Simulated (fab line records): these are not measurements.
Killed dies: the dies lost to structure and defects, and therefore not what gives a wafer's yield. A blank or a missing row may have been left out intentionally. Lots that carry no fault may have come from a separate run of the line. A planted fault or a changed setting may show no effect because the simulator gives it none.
A sampling plan put to the test ; flow gf180mcu ; one fab line, 6 faults that these records tell of, each judged on the records of the lots that it struck; 5 more are left out, because the records don't allow judging them
The plan is the line's own looks: the steps of the route at which a gauge or an inspection reads the wafer and doesn't change it. Where struck wafers have a number at a look and the file lists that look's usual mean and standard deviation on fault-free wafers, the look can be judged. Caught: at a look after the fault's first step, the mean of the struck wafers lies 4 or more of those standard deviations (sigma) from the usual mean. On the tool: the identical test, applied to the tool's own readings at the steps of the fault. Another recipe on the struck wafers, or a record that is blank for them alone, also counts as caught.

THE FAULTS, as the simulator had put them in
1. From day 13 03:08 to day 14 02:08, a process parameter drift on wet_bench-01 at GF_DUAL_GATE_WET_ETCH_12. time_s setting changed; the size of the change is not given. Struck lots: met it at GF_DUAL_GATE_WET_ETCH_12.
2. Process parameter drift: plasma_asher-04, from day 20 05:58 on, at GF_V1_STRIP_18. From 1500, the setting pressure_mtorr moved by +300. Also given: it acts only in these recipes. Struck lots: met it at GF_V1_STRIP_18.
3. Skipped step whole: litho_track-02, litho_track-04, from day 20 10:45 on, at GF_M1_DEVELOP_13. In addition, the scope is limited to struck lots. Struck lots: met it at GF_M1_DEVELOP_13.
4. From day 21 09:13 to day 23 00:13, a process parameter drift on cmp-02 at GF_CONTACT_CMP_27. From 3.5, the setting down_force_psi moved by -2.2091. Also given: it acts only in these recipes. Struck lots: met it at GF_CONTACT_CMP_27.
5. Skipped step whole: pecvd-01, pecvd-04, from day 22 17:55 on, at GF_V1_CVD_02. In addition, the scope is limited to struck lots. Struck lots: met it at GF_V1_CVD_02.
6. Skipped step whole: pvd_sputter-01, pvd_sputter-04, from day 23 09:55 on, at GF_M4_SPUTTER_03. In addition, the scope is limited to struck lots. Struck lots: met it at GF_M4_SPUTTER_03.

WHAT THE PLAN SAW
fault;on the tool itself;first look that catches it;reading, sigma;median hours from its first step to that look;hours from the fault's start to the first struck lot there;judged looks passed uncaught
1;run_length_s -30 sigma;no look after it can be judged;-;-;-;0
2;chamber_pressure_mTorr +99 or beyond sigma;no look after it can be judged;-;-;-;0
3;the tool's record is blank for the struck wafers;no look after it can be judged;-;-;-;0
4;overpolish_run_s -99 or beyond sigma;no look after it can be judged;-;-;-;0
5;the tool's record is blank for the struck wafers;no look after it can be judged;-;-;-;0
6;the tool's record is blank for the struck wafers;no look after it can be judged;-;-;-;0
Dash: fault not caught, or number not given in these records.

Caught at a look: 0 of 6. Caught on the tool: 6 of 6. By one or the other: 6 of 6.
Faults 1, 2, 3, 4, 5, 6 were caught on the tool alone.
